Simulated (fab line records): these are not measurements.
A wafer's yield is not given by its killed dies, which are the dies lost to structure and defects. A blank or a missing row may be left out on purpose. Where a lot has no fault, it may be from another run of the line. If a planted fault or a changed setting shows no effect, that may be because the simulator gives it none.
Which tool was responsible? || flow gf180mcu || 38 wafers sampled from 13 lots at 1 step of a route of 602

WHAT EACH GAUGE READ, for each wafer
GF_V5_OVL_MEAS_15. Usual: V5_OVL 3 nm, standard deviation 5.
{"lot": "L272", "measured": "day 27 09:23", "on": "overlay-01", "V5_OVL (nm)": "4 4 3", "flag": ""}
{"lot": "L271", "measured": "day 27 12:34", "on": "overlay-01", "V5_OVL (nm)": "2 5 -3", "flag": ""}
{"lot": "L273", "measured": "day 27 20:30", "on": "overlay-02", "V5_OVL (nm)": "4 2 6", "flag": ""}
{"lot": "L274", "measured": "day 28 08:42", "on": "overlay-01", "V5_OVL (nm)": "3 4 2", "flag": ""}
{"lot": "L275", "measured": "day 28 14:04", "on": "overlay-01", "V5_OVL (nm)": "-7 -7 -5", "flag": ""}
{"lot": "L278", "measured": "day 29 06:33", "on": "overlay-01", "V5_OVL (nm)": "3 5 5", "flag": ""}
{"lot": "L279", "measured": "day 29 20:47", "on": "overlay-01", "V5_OVL (nm)": "5 4 7", "flag": ""}
{"lot": "L280", "measured": "day 29 21:34", "on": "overlay-01", "V5_OVL (nm)": "3 6 2", "flag": ""}
{"lot": "L281", "measured": "day 30 01:34", "on": "overlay-01", "V5_OVL (nm)": "5 8 12", "flag": ""}
{"lot": "L282", "measured": "day 30 08:34", "on": "overlay-01", "V5_OVL (nm)": "9 3 9", "flag": ""}
{"lot": "L283", "measured": "day 30 13:49", "on": "overlay-01", "V5_OVL (nm)": "-4 -10", "flag": ""}
{"lot": "L284", "measured": "day 30 19:43", "on": "overlay-02", "V5_OVL (nm)": "11 8 5", "flag": ""}
{"lot": "L294", "measured": "day 33 15:32", "on": "overlay-01", "V5_OVL (nm)": "9 12 11", "flag": ""}

WHICH TOOL RAN EACH LOT (tool, then ch and the chambers of the sampled wafers, then the start)
The record shows no process step preceding these readings.

WHAT THE TOOLS THEMSELVES READ (means of the sampled wafers that have a number; where no wafer has one, the mark that the record gives instead)
The record holds no such reading with a usual standard deviation.

THE ANSWER, worked out from the rows above alone
Rule: a lot counts as off when the mean over its wafers that have a number is more than 3 standard deviations away from the usual mean. Also off: a lot with no number at a reading for which 4 or more lots have one. The other lots that the step has rows for count as sound. After the gauges, taken in route order, come the tools' own readings; for these a lot's mean is taken, as printed above. At the first step where some lot is off, the reading lying furthest off is the one used; lots without a number count as furthest.
Nothing can be told from this: no lot is off at any reading shown.

WHAT THE SIMULATOR HAD INSERTED
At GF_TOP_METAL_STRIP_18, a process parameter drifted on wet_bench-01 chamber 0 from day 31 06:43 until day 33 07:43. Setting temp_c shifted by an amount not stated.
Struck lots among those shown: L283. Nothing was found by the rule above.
